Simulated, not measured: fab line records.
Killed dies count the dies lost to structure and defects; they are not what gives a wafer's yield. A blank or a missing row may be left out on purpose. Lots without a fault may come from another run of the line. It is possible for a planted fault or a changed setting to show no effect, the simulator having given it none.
Tool commonality check ; flow gf180mcu ; 14 lots, 40 wafers sampled

## REASON FOR OPENING
At GF_STI_CD_MEAS_12 the reading cd nm is flagged on 2 of 14 lots. Wafers without a fault read 219.6 nm, standard deviation 1.3.
Rule: flag the lot when none of its wafers has a number, or when each of its wafers that has one lies beyond 4 standard deviations from that mean. The rest of the lots are taken to be sound.

lot;measured;on;cd nm (nm), wafer by wafer;flag
L501;day 2 01:41;cd sem-01;220.3 220.4 220.0;
L502;day 2 07:12;cd sem-01;219.2 219.1 219.1;
L503;day 2 10:53;cd sem-01;222.1 222.5 222.3;
L504;day 2 16:17;cd sem-01;217.3 219.2 217.6;
L505;day 2 22:14;cd sem-01;222.3 221.6 220.1;
L506;day 3 04:04;cd sem-01;219.8 219.5 221.0;
L507;day 3 07:44;cd sem-02;217.6 216.0 217.5;
L508;day 3 13:34;cd sem-01;219.4 218.9 218.9;
L510;day 4 00:58;cd sem-02;219.3 218.6 218.7;
L511;day 4 04:40;cd sem-02;220.0 220.0 220.0;
L512;day 4 10:17;cd sem-01;221.7 220.1 220.3;
L522;day 6 12:46;cd sem-02;203.5 203.4;FLAGGED
L523;day 6 18:31;cd sem-01;203.8 203.8;FLAGGED
L524;day 7 00:19;cd sem-02;221.2 219.3 220.3;
The mean of the flagged lots' numbers is 203.6 nm, -16.0 nm from the usual (-12 standard deviations).

## EACH LOT AND THE TOOL IT RAN ON
The record holds 1 process step before the reading, out of a route of 602 steps. Read each cell as the tool, then ch plus the chambers that the sampled wafers visited, then the start.
lot;flag;GF_STI_EXPOSE_09
L501;;krf scanner-01 ch 0, day 1 19:59
L502;;krf scanner-02 ch 0, day 2 01:40
L503;;krf scanner-02 ch 0, day 2 05:11
L504;;krf scanner-02 ch 0, day 2 10:27
L505;;krf scanner-02 ch 0, day 2 16:11
L506;;krf scanner-01 ch 0, day 2 22:08
L507;;krf scanner-02 ch 0, day 3 01:40
L508;;krf scanner-01 ch 0, day 3 07:29
L510;;krf scanner-01 ch 0, day 3 18:43
L511;;krf scanner-01 ch 0, day 3 21:58
L512;;krf scanner-02 ch 0, day 4 03:11
L522;FLAGGED;krf scanner-02 ch 0, day 6 05:48
L523;FLAGGED;krf scanner-02 ch 0, day 6 11:01
L524;;krf scanner-01 ch 0, day 6 16:45
What the steps here do:
- GF_STI_EXPOSE_09: exposes mask COMP, target cd 220 nm.
- GF_STI_CD_MEAS_12: target cd 220 nm.

## FLAGGED OVER TOTAL, TOOL BY TOOL (the gauges that took the reading come last)
step;tool;lots run;flagged;share of the flagged lots;sound lots run after its first flagged lot
GF_STI_EXPOSE_09;krf scanner-01;6;0;none;-
GF_STI_EXPOSE_09;krf scanner-02;8;2;all;0
GF_STI_CD_MEAS_12;cd sem-01;9;1;some;0
GF_STI_CD_MEAS_12;cd sem-02;5;1;some;1 (L524)

## WHAT THE TABLE ALLOWS
In the table, 1 row covers all flagged lots: krf scanner-02 at GF_STI_EXPOSE_09.
- krf scanner-02 at GF_STI_EXPOSE_09: 2 of its 8 lots flagged. Last sound lot L512 at day 4 03:11, first flagged lot L522 at day 6 05:48; a fault beginning in between fits.
Just one tool remains: krf scanner-02 at GF_STI_EXPOSE_09.

## WHAT HAD BEEN PUT IN BY THE SIMULATOR
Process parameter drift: krf scanner-02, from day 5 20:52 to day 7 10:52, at GF_STI_EXPOSE_09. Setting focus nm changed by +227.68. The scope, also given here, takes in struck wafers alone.
Shown lots that were struck: L522, L523. The rule above found the same.
